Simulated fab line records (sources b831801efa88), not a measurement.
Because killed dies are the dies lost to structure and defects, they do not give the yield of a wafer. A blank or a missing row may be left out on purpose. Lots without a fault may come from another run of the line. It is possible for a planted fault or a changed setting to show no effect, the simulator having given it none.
Which tool was responsible? :: flow sky130 :: 6 lots, 18 wafers sampled, at 1 step of a route of 708

WHAT THE GAUGES READ, wafer by wafer
SKY_METAL2_CD_MEAS_15: target cd 140 nm.
lot: L818
measured: day 36 09:54
on: cd_sem-02
cd_nm (nm): 138.1 137.0 137.2

lot: L821
measured: day 37 10:00
on: cd_sem-02
cd_nm (nm): 138.8 138.2 140.7

lot: L824
measured: day 37 23:45
on: cd_sem-01
cd_nm (nm): 139.7 140.6 138.8

lot: L827
measured: day 39 03:51
on: cd_sem-02
cd_nm (nm): 137.7 138.3 138.0

lot: L829
measured: day 39 19:41
on: cd_sem-02
cd_nm (nm): 138.5 137.7 136.8

lot: L832
measured: day 40 15:01
on: cd_sem-02
cd_nm (nm): 141.2 140.1 139.3

WHICH TOOL RAN EACH LOT (tool, then ch and the chambers of the sampled wafers, then the start)
The record shows no process step preceding these readings.

THE ANSWER, worked out from the rows above alone
Rule: what is usual is taken from the lots themselves. The widest of any qualifying gaps counts: lots, ordered by their means at a reading, are off when they make up no more than a third of the lots, leave a main group of 4 or more, and stand apart from it by 3 or more times the standard deviation of that group's means. Not used: any main group whose means are identical at the precision the tables above print for the reading. Also off: a lot with no number at a reading for which 4 or more lots have one. Any other lot the step has rows for is counted as sound.
None of the lots is off at any reading shown; this tells nothing.

WHAT THE SIMULATOR PUT IN
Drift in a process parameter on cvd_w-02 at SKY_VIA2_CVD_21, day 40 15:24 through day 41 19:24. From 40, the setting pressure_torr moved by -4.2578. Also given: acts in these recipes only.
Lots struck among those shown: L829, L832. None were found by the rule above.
